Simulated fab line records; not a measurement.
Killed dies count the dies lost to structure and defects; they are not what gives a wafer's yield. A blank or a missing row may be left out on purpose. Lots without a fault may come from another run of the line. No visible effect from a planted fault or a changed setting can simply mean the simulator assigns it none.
The tool behind it: which one? ; flow sky130 ; 14 lots with 42 wafers sampled at 6 steps, on a route of 708 steps

## WHAT THE GAUGES SHOWED, per wafer
SKY_LDD_HVP_TW_MEAS_10. Usual: for LDD_HVP_TW the level is 454 and the standard deviation is 4.9.
lot;measured;on;LDD_HVP_TW;flag
L991;day 21 08:26;film-metro-01;460 458 459;
L993;day 22 14:13;film-metro-02;451 451 451;
L995;day 23 10:04;film-metro-04;448 448 450;
L997;day 24 00:16;film-metro-01;465 463 461;
L998;day 24 06:59;film-metro-01;465 463 463;
L999;day 24 19:01;film-metro-04;451 450 452;
L103;day 26 02:33;film-metro-02;458 455 456;
L107;day 27 05:59;film-metro-04;451 450 450;
L109;day 28 07:58;film-metro-04;448 451 452;
L110;day 28 15:31;film-metro-04;450 450 451;
L111;day 28 21:49;film-metro-04;449 449 450;
L112;day 28 23:20;film-metro-02;454 456 454;
L113;day 29 03:19;film-metro-01;458 456 461;
L114;day 29 20:25;film-metro-01;460 461 461;

SKY_METAL2_RS_MEAS_05: measurement is done with a four-point probe. Usual: for METAL2_ALCU_RS the level is 0.1269 ohm/sq and the standard deviation is 0.0014.
lot;measured;on;METAL2_ALCU_RS (ohm/sq);flag
L991;day 33 20:50;film-metro-04;0.1282 0.1274 0.1260;
L993;day 34 18:55;film-metro-02;0.1278 0.1250 0.1288;
L995;day 35 14:27;film-metro-04;0.1268 0.1268 0.1268;
L997;day 36 02:52;film-metro-01;0.1275 0.1277 0.1264;
L998;day 36 07:06;film-metro-02;0.1256 0.1252 0.1270;
L999;day 36 19:22;film-metro-01;0.1286 0.1291 0.1302;
L103;day 38 00:51;film-metro-01;0.0773 0.1263 0.1267;OFF
L107;day 38 22:35;film-metro-02;0.0787 0.0780 0.1284;OFF
L109;day 39 23:47;film-metro-01;0.1309 0.1320 0.1277;
L110;day 40 06:07;film-metro-04;0.1262 0.1268 0.1252;
L111;day 40 10:05;film-metro-01;0.1288 0.1263 0.1289;
L112;day 40 12:04;film-metro-02;0.1294 0.1269 0.1279;
L113;day 40 16:33;film-metro-04;0.1272 0.1265 0.1266;
L114;day 41 04:46;film-metro-02;0.1272 0.1276 0.1253;

SKY_METAL2_THK_MEAS_06: measures by xrf. Usual: for METAL2_ALCU_THK the level is 249.3 nm and the standard deviation is 2.8.
lot;measured;on;METAL2_ALCU_THK (nm);flag
L991;day 33 20:58;film-metro-04;248.0 249.0 252.2;
L993;day 34 19:01;film-metro-02;247.2 253.1 246.6;
L995;day 35 14:33;film-metro-04;250.0 248.4 250.2;
L997;day 36 02:58;film-metro-01;247.3 248.7 252.2;
L998;day 36 07:13;film-metro-02;249.9 250.3 248.5;
L999;day 36 19:29;film-metro-01;247.5 246.6 243.1;
L103;day 38 00:58;film-metro-01;407.5 252.1 251.4;OFF
L107;day 38 22:43;film-metro-02;395.0 394.9 243.7;OFF
L109;day 39 23:53;film-metro-01;244.3 239.8 248.2;
L110;day 40 06:14;film-metro-04;248.5 248.3 250.9;
L111;day 40 10:11;film-metro-01;247.4 253.9 246.4;
L112;day 40 12:10;film-metro-02;246.4 246.4 247.7;
L113;day 40 16:40;film-metro-04;248.0 250.0 249.4;
L114;day 41 04:53;film-metro-02;247.1 247.0 248.7;

## EACH LOT AND THE TOOL THAT RAN IT (in order: tool; ch and the chambers of the sampled wafers; start)
lot;SKY_METAL1_DESCUM_17;SKY_METAL1_ETCH_18;SKY_METAL2_SPUTTER_02
L991;rie-metal-01 ch 0,1, day 32 16:07;rie-metal-01 ch 0,1, day 32 16:09;pvd-sputter-03, day 33 20:45
L993;rie-metal-03 ch 0,1, day 33 13:50;rie-metal-03 ch 0,1, day 33 13:52;pvd-sputter-01, day 34 18:47
L995;rie-metal-03 ch 0,1, day 34 09:01;rie-metal-03 ch 0,1, day 34 09:04;pvd-sputter-02, day 35 14:19
L997;rie-metal-03 ch 0,1, day 34 21:32;rie-metal-03 ch 0,1, day 34 21:35;pvd-sputter-02, day 36 02:44
L998;rie-metal-02 ch 0,1, day 35 02:28;rie-metal-02 ch 0,1, day 35 02:30;pvd-sputter-02, day 36 07:01
L999;rie-metal-01 ch 0,1, day 35 14:16;rie-metal-01 ch 0,1, day 35 14:18;pvd-sputter-01, day 36 19:16
L103;rie-metal-01 ch 1, day 36 19:50;rie-metal-01 ch 1, day 36 19:52;pvd-sputter-03, day 38 00:40
L107;rie-metal-03 ch 0,1, day 37 18:31;rie-metal-03 ch 0,1, day 37 18:33;pvd-sputter-03, day 38 22:30
L109;rie-metal-03 ch 0,1, day 38 19:40;rie-metal-03 ch 0,1, day 38 19:43;pvd-sputter-01, day 39 23:39
L110;rie-metal-03 ch 0,1, day 39 01:40;rie-metal-03 ch 0,1, day 39 01:41;pvd-sputter-02, day 40 06:01
L111;rie-metal-02 ch 0,1, day 39 06:37;rie-metal-02 ch 0,1, day 39 06:38;pvd-sputter-01, day 40 09:58
L112;rie-metal-01 ch 0,1, day 39 08:58;rie-metal-01 ch 0,1, day 39 09:01;pvd-sputter-02, day 40 11:55
L113;rie-metal-03 ch 0,1, day 39 12:28;rie-metal-03 ch 0,1, day 39 12:30;pvd-sputter-02, day 40 16:28
L114;rie-metal-02 ch 0,1, day 40 01:28;rie-metal-02 ch 0,1, day 40 01:29;pvd-sputter-02, day 41 04:40
- SKY_METAL1_DESCUM_17: chemistry O2, time 8 s.
- SKY_METAL1_ETCH_18: etches BARC in N2/H2, stops on SiO2, time 45.9 s, target depth 60 nm.
- SKY_METAL2_SPUTTER_02: material AlCu, target thk 250 nm, time 13.3 s.

## WHAT THE TOOLS THEMSELVES READ (means of the sampled wafers that have a number; where no wafer has one, the mark that the record gives instead)
SKY_METAL1_DESCUM_17. Usual: drypump-motor-current-A 5.8 A, standard deviation 0.48; oes-product-au 0.994 a.u., standard deviation 0.0082; rf-fwd-power-W 147.4 W, standard deviation 0.7.
lot;tool;drypump-motor-current-A (A);oes-product-au (a.u.);rf-fwd-power-W (W);flag
L991;rie-metal-01;5.1;0.993;146.8;
L993;rie-metal-03;6.1;0.997;147.7;
L995;rie-metal-03;5.9;1.003;147.4;
L997;rie-metal-03;5.9;1.002;147.8;
L998;rie-metal-02;6.0;0.994;147.7;
L999;rie-metal-01;5.2;0.983;146.3;
L103;rie-metal-01;5.0;0.998;146.1;
L107;rie-metal-03;5.9;1.003;148.1;
L109;rie-metal-03;5.9;0.996;147.9;
L110;rie-metal-03;6.2;0.992;147.8;
L111;rie-metal-02;6.0;0.993;147.5;
L112;rie-metal-01;5.2;0.985;146.6;
L113;rie-metal-03;6.2;0.995;148.0;
L114;rie-metal-02;6.0;0.986;147.0;

SKY_METAL1_ETCH_18. Usual: drypump-motor-current-A 5.8 A, standard deviation 0.48; h2-flow-sccm 200.1 sccm, standard deviation 0.66; oes-product-au 0.855 a.u., standard deviation 0.0051; rf-fwd-power-W 495.7 W, standard deviation 1.8; throttle-valve-pct 13.225 %, standard deviation 0.0094.
lot;tool;drypump-motor-current-A (A);h2-flow-sccm (sccm);oes-product-au (a.u.);rf-fwd-power-W (W);throttle-valve-pct (%);flag
L991;rie-metal-01;5.1;200.2;0.853;493.5;13.215;
L993;rie-metal-03;6.2;199.8;0.854;496.9;13.228;
L995;rie-metal-03;5.9;200.0;0.854;496.9;13.226;
L997;rie-metal-03;5.9;200.4;0.859;495.8;13.227;
L998;rie-metal-02;6.0;200.5;0.861;495.3;13.219;
L999;rie-metal-01;5.2;199.5;0.853;494.9;13.222;
L103;rie-metal-01;5.0;199.9;0.853;492.3;13.237;
L107;rie-metal-03;5.9;200.7;0.856;498.1;13.230;
L109;rie-metal-03;5.9;200.4;0.856;496.7;13.232;
L110;rie-metal-03;6.2;199.8;0.856;495.6;13.235;
L111;rie-metal-02;6.0;200.5;0.854;495.4;13.224;
L112;rie-metal-01;5.2;200.0;0.857;495.4;13.226;
L113;rie-metal-03;6.2;199.8;0.858;497.7;13.225;
L114;rie-metal-02;6.0;199.2;0.854;495.4;13.224;

SKY_METAL2_SPUTTER_02. Usual: 30.3 % for throttle-valve-pct, sd 0.53.
lot;tool;throttle-valve-pct (%);flag
L991;pvd-sputter-03;30.0;
L993;pvd-sputter-01;30.9;
L995;pvd-sputter-02;30.2;
L997;pvd-sputter-02;30.0;
L998;pvd-sputter-02;30.5;
L999;pvd-sputter-01;30.6;
L103;pvd-sputter-03;29.7;
L107;pvd-sputter-03;30.4;
L109;pvd-sputter-01;30.0;
L110;pvd-sputter-02;30.3;
L111;pvd-sputter-01;30.5;
L112;pvd-sputter-02;30.6;
L113;pvd-sputter-02;30.3;
L114;pvd-sputter-02;30.1;

## THE ANSWER, worked out from the rows above alone
Rule: a lot is off if the mean of its wafers that have a number lies more than 3 standard deviations from the usual mean. Also off: a lot with no number at a reading for which 4 or more lots have one. All remaining lots with rows at the step are treated as sound. After the gauges, taken in route order, come the tools' own readings; for these a lot's mean is taken, as printed above. At the first step where some lot is off, the reading lying furthest off is the one used; lots without a number count as furthest.
Off: L103, L107, seen at SKY_METAL2_RS_MEAS_05 (METAL2_ALCU_RS).
If a tool, at a process step before that reading, ran all the lots that are off and no sound lot after the first of them, it fits. Those tools and the gauges at SKY_METAL2_RS_MEAS_05 are tried in the same way. One candidate fits, namely pvd-sputter-03 at SKY_METAL2_SPUTTER_02. A fault onset in the window from L991 (day 33 20:45, its last sound lot) to L103 (day 38 00:40, its first lot off) fits.

## WHAT HAD BEEN PUT IN BY THE SIMULATOR
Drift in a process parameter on pvd-sputter-03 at SKY_METAL2_SPUTTER_02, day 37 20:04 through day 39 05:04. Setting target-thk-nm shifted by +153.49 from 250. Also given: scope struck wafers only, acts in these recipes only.
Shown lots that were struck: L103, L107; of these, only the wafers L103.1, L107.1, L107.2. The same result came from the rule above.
